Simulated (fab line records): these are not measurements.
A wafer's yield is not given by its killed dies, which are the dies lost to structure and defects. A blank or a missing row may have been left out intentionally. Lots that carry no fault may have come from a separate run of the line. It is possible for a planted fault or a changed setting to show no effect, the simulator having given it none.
A struck lot beside a sound one / flow gf180mcu / 14 out of 602 route steps
Sound: these wafers, L862.2, L862.3, L862.5. Struck: wafers L869.1, L869.3, L869.4. The cause is named last.
Per side, at each step with rows, come the tool, then ch with its chambers, and then its first start. Under that, the readings that differ: sound wafers / struck wafers / difference of the means / sigmas: that difference in standard deviations of wafers without a fault.
alike: words and numbers the same on both sides, and readings whose means are apart by under 2 such deviations; not compared: readings that were withheld, readings missing a value for some wafer, numbers with overlapping values and no deviation given by the record, and bounds like >300 which may hide the same value.
The two part at a step that has a row with sigmas, a row that says differs or no value, or rows on one side only. Non-overlapping numbers with no deviation appear without sigmas and do not part them. A reading missing from all wafers of one side parts the sides only when that side holds two or more wafers.

GF_M3_SPUTTER_00: material Ti, target thk 37.5 nm, time 150 s.
  sound: pvd sputter-01 at day 20 21:31; struck: pvd sputter-01 at day 24 05:34
  alike: throttle valve pct
GF_M3_SPUTTER_01: material TiN, target thk 30 nm, time 25 s.
  sound: pvd sputter-01 at day 20 21:37; struck: pvd sputter-01 at day 24 05:40
  alike: throttle valve pct
GF_M3_SPUTTER_02: material AlCu, target thk 450 nm, time 23.9 s.
  sound: pvd sputter-01 at day 20 21:38; struck: pvd sputter-01 at day 24 05:41
  alike: throttle valve pct
GF_M3_SPUTTER_03: material Ti, target thk 10 nm, time 6.7 s.
  sound: pvd sputter-01 at day 20 21:40; struck: pvd sputter-01 at day 24 05:43
  alike: throttle valve pct
GF_M3_SPUTTER_04: material TiN, target thk 50 nm, time 41.7 s.
  sound: pvd sputter-01 at day 20 21:41; struck: pvd sputter-01 at day 24 05:44
  alike: throttle valve pct
GF_M3_RS_MEAS_05: measures by four-point-probe.
  sound: film metro-02 at day 20 21:45; struck: film metro-03 at day 24 05:47
  alike: M3_ALCU_RS
GF_M3_THK_MEAS_06: measures by xrf.
  sound: film metro-02 at day 20 21:52; struck: film metro-03 at day 24 05:54
  alike: M3_ALCU_THK
then, 5 steps without rows for these wafers: GF_M3_DEHYDRATE_07 (time 60 s); GF_M3_HMDS_08 (prime time 60 s); GF_M3_COAT_09 (resist thk 1000 nm); GF_M3_SOFTBAKE_10 (time 60 s); GF_M3_EXPOSE_11 (exposes mask Metal3, target cd 280 nm).
GF_M3_PEB_12: peb time 90 s.
  struck on litho track-02, day 25 03:00; sound on litho track-04 ch 0, day 21 20:52
  no value came back on the struck wafers for chill plate temp C (C), exhaust pa (Pa); on the sound wafers chill plate temp C (C) reads 22.99 23.02 22.85
then, 1 step without rows for these wafers: GF_M3_DEVELOP_13 (develop time 60 s).

## WHERE THEY PART
Within this record, at GF_M3_PEB_12 only.

WHY: what had been put in by the simulator
Beginning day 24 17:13, the whole step at GF_M3_PEB_12 was skipped on litho track-02. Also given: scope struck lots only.
